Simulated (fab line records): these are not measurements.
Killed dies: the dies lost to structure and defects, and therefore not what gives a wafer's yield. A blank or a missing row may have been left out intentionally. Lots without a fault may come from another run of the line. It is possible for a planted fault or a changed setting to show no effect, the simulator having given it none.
Code-filled problem report in 8D (eight disciplines) form | flow sfq line | the parts of the form that need people (team, actions taken, sign-off) are left out

## 1. THE PROBLEM
rf fwd power W at SFQ_TRILAYER_I4_VIA_BARC_OPEN_VIA_ETCH_146 reads a mean of 695.2 W on 6 wafers of 2 lots; wafers without a fault read 494.8 W with a standard deviation of 1.8. That is +99 or more standard deviations from the usual mean.
The step: etches BARC in O2, target depth 125 nm, time 41.7 s.
Seen first at day 52 19:19 on rie diel-02, wafer L756.3. The record has a number at this step for 42 wafers belonging to 14 lots. Rule for "out" (also "out of limits"): further than 4 standard deviations from the usual mean. The other wafers with a number count as sound.

## 2. WHAT IT IS AND WHAT IT IS NOT
question                    | is                     | is not
which readings at this step | rf fwd power W         | chamber pressure mTorr, oes product au
which lots                  | L756, L759             | L749, L750, L751, L752, L753, L765, L766, L767, L768, L770, L771, L772
which wafers of those lots  | all that have a number | -
read on which tools         | rie diel-02            | rie diel-01, rie diel-03
when                        | from day 52 19:19      | up to then (15 sound wafers); but 21 sound wafers of L765, L766, L767, L768, L770, L771, L772 came after

## 3. THE SUSPECTS, EACH WITH WHAT RULES IT OUT
Counting: a tool stays on the suspect list if, at a process step up to the reading, it processed all lots that are out and no sound lot following the first of them.
- rie metal-04 at SFQ_TRILAYER_M1_STRIP_STRIP_043 (strips in O2): ruled out as a lasting fault. Following L756 (day 27 13:08), the first lot on it that is out, the sound lots L765, L766, L767, L768, L770 were run on it.
- rie diel-02 at SFQ_TRILAYER_I4_VIA_BARC_OPEN_VIA_ETCH_146 (etches BARC in O2, target depth 125 nm, time 41.7 s): ruled out as a lasting fault. Following L756 (day 52 19:19), the first lot on it that is out, the sound lots L767, L770 were run on it.
Left after counting: nothing in the record.

## 4. THE CAUSE (what the simulator had put in)
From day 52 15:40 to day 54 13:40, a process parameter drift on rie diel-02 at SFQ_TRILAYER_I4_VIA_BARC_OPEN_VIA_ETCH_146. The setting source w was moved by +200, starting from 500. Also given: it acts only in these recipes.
Counting ruled it out, wrongly.

## 5. SEQUENCE OF EFFECTS, ordered by route
One row per reading whose mean, taken over the struck wafers that have a number, lies over 3 standard deviations from the usual. Readings are gone through only where the record gives a usual standard deviation; hours: the median, over the lots, of the time from a lot's start at the first step in this table giving one to that lot's start at this step; sigmas: the change measured in usual standard deviations.
hours | step                                       | reading        | usual   | on struck wafers | change | sigmas
0     | SFQ_TRILAYER_I4_VIA_BARC_OPEN_VIA_ETCH_146 | rf fwd power W | 494.8 W | 695.2            | +200.4 | +99 or more
Here are the process steps it includes:
- SFQ_TRILAYER_I4_VIA_BARC_OPEN_VIA_ETCH_146: etches BARC in O2, target depth 125 nm, time 41.7 s.

## 6. HOW IT WOULD HAVE BEEN CAUGHT EARLIER
The fault began at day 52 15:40; the first out-of-limits reading in this record came at day 52 19:19, 4 hours later.
